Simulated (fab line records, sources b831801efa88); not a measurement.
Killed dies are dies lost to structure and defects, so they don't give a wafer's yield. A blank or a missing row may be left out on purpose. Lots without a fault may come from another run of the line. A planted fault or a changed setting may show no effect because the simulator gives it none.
fab line records | flow sky130
record lots=14 wafers=42 last_day=50
route steps=708 shown SONOS_ONO@173 GATE_OXIDE@200 LDD_N@253 CAPM@546
lots that met no fault: from a run of the same line without faults
start_h: hours from the record's first day to the start of the lot's first wafer shown | wait_h: hours since the lot's step before | " the same as in the row above | L1.1+2: a row that stands for several wafers | - no value, or no start given | * or withheld: withheld | < > ~ a bound
route shown NAME@n: a module of which the file shows steps, and the number in the route of the first | usual: mean/standard deviation of fault-free wafers | same: alike in all rows | chamber/n: place in a boat | sites: the reading at each site | _std_site: their standard deviation | _edge_site: outer sites' mean less inner sites' | radius_mm: how far each site lies from the wafer's centre | mask NAME#n: copy n | behind: the tool/chamber that last shaped the wafer | hold: why the lot was held/for how many hours/how that ended | device: the transistor (n, p or np) that didn't switch | end of line: the same wafers' tests at the end of the route | a step without rows: its recipe alone | killed: dies lost to structure and defects at the first sort, not the wafer's yield | map: a wafer's dies, x killed, . not, _ none there
set.NAME: the setting as run; set.NAME@STEP: as run at that earlier step | model.NAME: the simulator's own value behind a step, which no gauge read
steps of the route over a sample of lots; a table a step, a row a wafer
services: from which hour (start_h, from the record's first day; less than 0 if before it) a tool's chamber was out of use, for how many hours, and why
## steps
# step SKY_SONOS_ONO_THK_MEAS_05
# recipe reads=SiO2_of_SONOS_ONO_CVD_04
# usual SONOS_ONO_CVD_04_THK=5.69/0.089
# columns lot.wafer tool chamber start_h wait_h SONOS_ONO_CVD_04_THK[nm]
L586.1 film_metro-04 - 254.58 0.0 5.69
L586.5 " - " " 5.62
L586.6 " - " " 5.70
L588.1 film_metro-03 - 273.26 0.0 5.65
L588.3 " - " " 5.68
L588.6 " - " " 5.76
L590.1 film_metro-03 - 288.29 0.0 5.82
L590.2 " - " " 5.88
L590.3 " - " " 5.83
L591.1 film_metro-04 - 325.70 0.0 5.65
L591.3 " - " " 5.65
L591.6 " - " " 5.64
L592.1 film_metro-03 - 325.70 0.0 5.70
L592.3 " - " " 5.41
L592.5 " - " " 5.47
L594.1 film_metro-03 - 342.26 0.0 5.73
L594.5 " - " " 5.70
L594.6 " - " " 5.70
L598.2 film_metro-03 - 370.85 0.0 5.69
L598.5 " - " " 5.67
L598.6 " - " " 5.65
L599.3 film_metro-03 - 372.11 0.0 5.59
L599.4 " - " " 5.68
L599.6 " - " " 5.64
L600.3 film_metro-04 - 386.38 0.0 5.55
L600.5 " - " " 5.63
L600.6 " - " " 5.61
L602.1 film_metro-03 - 393.66 0.0 5.74
L602.2 " - " " 5.80
L602.4 " - " " 5.86
L603.3 film_metro-03 - 400.86 0.0 5.66
L603.4 " - " " 5.67
L603.5 " - " " 5.65
L605.1 film_metro-01 - 418.32 0.0 5.77
L605.4 " - " " 5.83
L605.5 " - " " 5.75
L606.2 film_metro-03 - 426.17 0.0 5.63
L606.3 " - " " 5.63
L606.6 " - " " 5.63
L608.1 film_metro-03 - 432.99 0.0 5.85
L608.4 " - " " 5.76
L608.6 " - " " 5.77
# step SKY_GATE_OXIDE_STRIP_13
# recipe chemistry=O2/N2 power_w=1400 pressure_mtorr=1500 platen_temp_c=withheld o2_flow_sccm=3000 n2_flow_sccm=300 overash_fraction=0.5
# usual drypump_motor_current_A=5.7/0.41 oes_product_au=0.716/0.005 strip_time_to_endpoint_s=14.18/0.032
# same overash_fraction=0.5
# columns lot.wafer tool chamber start_h wait_h drypump_motor_current_A oes_product_au rf_hours_counter_h strip_time_to_endpoint_s
L586.1 plasma_asher-02 0 318.17 0.0 5.4 0.713 60 14.21
L586.5 " 1 " " 5.5 0.717 - 14.20
L586.6 " 0 " " 5.4 0.714 - 14.22
L588.1 plasma_asher-03 1 348.34 0.0 5.6 0.714 66 14.15
L588.3 " 0 " " 6.0 0.715 - 14.15
L588.6 " 0 " " 6.0 0.719 - 14.15
L590.1 plasma_asher-03 1 348.64 0.0 5.6 0.708 66 14.23
L590.2 " 0 " " 6.0 0.706 66 14.19
L590.3 " 0 " " 6.0 0.723 - 14.19
L591.1 plasma_asher-02 1 381.99 0.0 5.5 0.708 70 14.18
L591.3 " 0 " " 5.3 0.716 - 14.19
L591.6 " 1 " " 5.4 0.718 - 14.20
L592.1 plasma_asher-02 0 383.09 0.0 5.4 0.713 70 14.20
L592.3 " 1 " " 5.5 0.729 - 14.20
L592.5 " 0 " " 5.3 0.725 - 14.20
L594.1 plasma_asher-03 1 401.37 0.0 5.6 0.721 73 14.19
L594.5 " 1 " " 5.7 0.722 - 14.16
L594.6 " 0 " " 6.1 0.721 - 14.17
L599.3 plasma_asher-04 1 435.83 0.0 5.4 0.708 - 14.18
L599.4 " 0 " " 6.6 0.721 - 14.18
L599.6 " 0 " " 6.6 0.717 - 14.13
L598.2 plasma_asher-02 0 435.99 0.0 5.4 0.711 75 14.17
L598.5 " 1 " " 5.5 0.716 - 14.16
L598.6 " 0 " " 5.4 0.716 - 14.18
L600.3 plasma_asher-04 1 449.26 0.0 5.4 0.717 - 14.22
L600.5 " 0 " " 6.6 0.719 - 14.16
L600.6 " 1 " " 5.4 0.720 - 14.15
L602.1 plasma_asher-02 0 456.67 0.0 5.3 0.720 77 14.12
L602.2 " 1 " " 5.5 0.716 77 14.11
L602.4 " 1 " " 5.5 0.722 - 14.13
L603.3 plasma_asher-02 0 464.15 0.0 5.4 0.711 - 14.23
L603.4 " 1 " " 5.5 0.719 - 14.23
L603.5 " 1 " " 5.5 0.719 - 14.20
L605.1 plasma_asher-04 1 481.37 0.0 5.4 0.712 30 14.17
L605.4 " 0 " " 6.6 0.715 - 14.17
L605.5 " 1 " " 5.4 0.714 - 14.21
L606.2 plasma_asher-02 1 490.97 0.0 5.5 0.718 81 14.24
L606.3 " 1 " " 5.4 0.713 - 14.18
L606.6 " 0 " " 5.4 0.720 - 14.17
L608.1 plasma_asher-03 1 497.17 0.0 5.6 0.713 7 14.16
L608.4 " 0 " " 6.1 0.713 - 14.15
L608.6 " 0 " " 6.0 0.718 - 14.15
# step SKY_LDD_N_STRIP_16
# recipe chemistry=O2/N2 power_w=1400 pressure_mtorr=1500 platen_temp_c=withheld o2_flow_sccm=3000 n2_flow_sccm=300 overash_fraction=0.5
# usual drypump_motor_current_A=5.9/0.39 oes_product_au=0.407/0.0047 strip_time_to_endpoint_s=4.315/0.016
# same overash_fraction=0.5
# columns lot.wafer tool chamber start_h wait_h drypump_motor_current_A oes_product_au rf_hours_counter_h strip_time_to_endpoint_s
L586.1 plasma_asher-04 1 413.91 0.1 5.4 0.407 23 4.338
L586.5 " 0 " " 6.6 0.407 - 4.341
L586.6 " 1 " " 5.4 0.406 - 4.354
L590.1 plasma_asher-01 1 446.06 0.1 5.9 0.409 64 4.305
L590.2 " 0 " " 5.7 0.411 64 4.295
L590.3 " 0 " " 5.7 0.415 - 4.307
L588.1 plasma_asher-01 1 446.68 0.1 5.9 0.404 64 4.309
L588.3 " 1 " " 5.9 0.404 - 4.303
L588.6 " 0 " " 5.7 0.415 - 4.312
L592.1 plasma_asher-04 0 483.29 0.1 6.6 0.408 30 4.306
L592.3 " 1 " " 5.4 0.411 - 4.296
L592.5 " 0 " " 6.6 0.410 - 4.308
L591.1 plasma_asher-04 0 484.53 0.1 6.6 0.404 30 4.322
L591.3 " 1 " " 5.4 0.404 - 4.323
L591.6 " 0 " " 6.6 0.413 - 4.333
L594.1 plasma_asher-03 0 505.74 0.1 6.0 0.416 8 4.328
L594.5 " 1 " " 5.6 0.410 - 4.302
L594.6 " 0 " " 6.0 0.410 - 4.303
L599.3 plasma_asher-03 1 536.57 0.1 5.6 0.394 - 4.311
L599.4 " 0 " " 6.0 0.399 - 4.316
L599.6 " 0 " " 6.0 0.411 - 4.317
L598.2 plasma_asher-01 0 539.48 0.1 5.7 0.405 73 4.336
L598.5 " 1 " " 5.9 0.402 - 4.335
L598.6 " 0 " " 5.7 0.412 - 4.312
L600.3 plasma_asher-01 1 548.80 0.1 5.9 0.411 - 4.308
L600.5 " 0 " " 5.7 0.405 - 4.309
L600.6 " 1 " " 5.9 0.400 - 4.324
L602.1 plasma_asher-04 1 555.89 0.1 5.4 0.409 38 4.298
L602.2 " 0 " " 6.6 0.408 38 4.316
L602.4 " 1 " " 5.4 0.411 - 4.319
L603.3 plasma_asher-01 0 564.35 0.1 5.7 0.410 - 4.312
L603.4 " 1 " " 5.9 0.407 - 4.318
L603.5 " 1 " " 5.9 0.401 - 4.328
L605.1 plasma_asher-01 0 580.31 0.1 5.7 0.406 77 4.323
L605.4 " 1 " " 5.9 0.405 - 4.321
L605.5 " 1 " " 5.9 0.407 - 4.341
L606.2 plasma_asher-03 1 588.76 0.1 5.6 0.399 15 4.335
L606.3 " 1 " " 5.6 0.402 - 4.317
L606.6 " 1 " " 5.6 0.411 - 4.338
L608.1 plasma_asher-01 0 595.33 0.1 5.7 0.407 78 4.321
L608.4 " 1 " " 5.9 0.405 - 4.319
L608.6 " 1 " " 5.8 0.407 - 4.300
# step SKY_CAPM_EXPOSE_09
# recipe mask_id=CAPM na=0.6 source_shape=conventional sigma_outer=0.6 polarization=unpolarized target_cd_nm=1000 dose_mj=159
# usual exposure_dose_mJ_cm2=158.98/0.16 focus_offset_nm=0.0/0.47
# columns lot.wafer tool chamber start_h wait_h mask exposure_dose_mJ_cm2 focus_offset_nm
L586.1 iline_stepper-01 0 875.65 - CAPM#0 159.03 0.1
L586.5 " 0 " " CAPM#0 159.05 0.9
L586.6 " 0 " " CAPM#0 159.09 0.3
L590.1 iline_stepper-01 0 902.64 - CAPM#0 159.00 -0.1
L590.2 " 0 " " CAPM#0 159.07 0.4
L590.3 " 0 " " CAPM#0 159.11 0.0
L588.1 iline_stepper-02 0 903.97 - CAPM#0 159.14 0.5
L588.3 " 0 " " CAPM#0 158.86 0.0
L588.6 " 0 " " CAPM#0 158.98 0.1
L592.1 iline_stepper-01 - 932.63 - CAPM#0 - -
L592.3 " - " " CAPM#0 - -
L592.5 " - " " CAPM#0 - -
L591.1 iline_stepper-01 - 933.23 - CAPM#0 - -
L591.3 " - " " CAPM#0 - -
L591.6 " - " " CAPM#0 - -
L594.1 iline_stepper-01 0 946.98 - CAPM#0 158.56 0.0
L594.5 " 0 " " CAPM#0 158.84 -0.6
L594.6 " 0 " " CAPM#0 158.82 -0.7
L599.3 iline_stepper-02 0 974.86 - CAPM#0 158.65 0.6
L599.4 " 0 " " CAPM#0 158.84 -0.2
L599.6 " 0 " " CAPM#0 158.91 -0.2
L598.2 iline_stepper-01 0 975.74 - CAPM#0 159.07 -0.8
L598.5 " 0 " " CAPM#0 159.07 0.2
L598.6 " 0 " " CAPM#0 158.80 0.3
L600.3 iline_stepper-02 0 980.59 - CAPM#0 159.04 -0.5
L600.5 " 0 " " CAPM#0 158.89 -0.1
L600.6 " 0 " " CAPM#0 159.03 -0.5
L602.1 iline_stepper-01 0 990.93 - CAPM#0 159.16 0.2
L602.2 " 0 " " CAPM#0 159.00 -0.7
L602.4 " 0 " " CAPM#0 159.00 -0.6
L603.3 iline_stepper-01 0 994.53 - CAPM#0 158.84 -0.3
L603.4 " 0 " " CAPM#0 158.64 0.4
L603.5 " 0 " " CAPM#0 158.90 0.9
L605.1 iline_stepper-02 0 1008.47 - CAPM#0 159.02 0.2
L605.4 " 0 " " CAPM#0 159.02 -0.1
L605.5 " 0 " " CAPM#0 158.87 -0.4
L606.2 iline_stepper-01 0 1016.73 - CAPM#0 159.01 -0.1
L606.3 " 0 " " CAPM#0 159.05 -0.1
L606.6 " 0 " " CAPM#0 158.97 -0.3
L608.1 iline_stepper-01 0 1020.58 - CAPM#0 159.13 0.3
L608.4 " 0 " " CAPM#0 159.09 -1.1
L608.6 " 0 " " CAPM#0 158.98 -0.6
## services
# columns tool chamber start_h hours kind
plasma_asher-01 - 306.60 3.4 repair
plasma_asher-01 - 322.65 11.3 repair
plasma_asher-01 - 323.12 7.8 repair
plasma_asher-01 - 333.99 14.6 pm
plasma_asher-04 - 344.94 57.4 repair
iline_stepper-01 - 389.32 2.1 pm
plasma_asher-04 - 417.84 1.1 repair
plasma_asher-03 - 421.25 9.0 pm
plasma_asher-01 - 477.47 1.2 repair
iline_stepper-01 - 481.20 1.7 pm
iline_stepper-01 - 485.38 32.2 repair
iline_stepper-01 - 490.34 7.7 repair
plasma_asher-03 - 516.59 2.8 pm
iline_stepper-01 - 565.16 4.4 pm
plasma_asher-01 - 608.61 1.0 repair
plasma_asher-02 - 657.29 1.4 repair
iline_stepper-01 - 674.53 1.3 repair
plasma_asher-04 - 688.12 7.9 repair
iline_stepper-01 - 699.28 1.7 pm
plasma_asher-03 - 714.82 41.4 repair
plasma_asher-02 - 733.75 9.0 pm
plasma_asher-01 - 796.90 1.2 repair
iline_stepper-01 - 828.07 5.1 repair
iline_stepper-01 - 917.46 1.7 pm
## key
first_sign step=SKY_CAPM_EXPOSE_09 reading=tool_record direction=missing
effect none on later readings
met_at SKY_CAPM_EXPOSE_09
struck_lots L591,L592
later_rows_left_out L591.1,L591.3,L591.6,L592.1,L592.3,L592.5
sort_left_out L591.1,L591.3,L591.6,L592.1,L592.3,L592.5
not_acting_at SKY_SONOS_ONO_THK_MEAS_05,SKY_GATE_OXIDE_STRIP_13,SKY_LDD_N_STRIP_16
onset_between 902.64 932.63
fault kind=skipped_step_whole tool=iline_stepper-01 chamber=- onset_h=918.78 steps=SKY_CAPM_EXPOSE_09 scope=struck_lots_only
# sort_left_out: the simulated sort isn't trusted on such a fault, so these wafers' sort isn't shown, and their yield isn't known
# later_rows_left_out: the simulator's readings of these wafers behind a module that went badly wrong aren't trusted and aren't shown, but for the sort
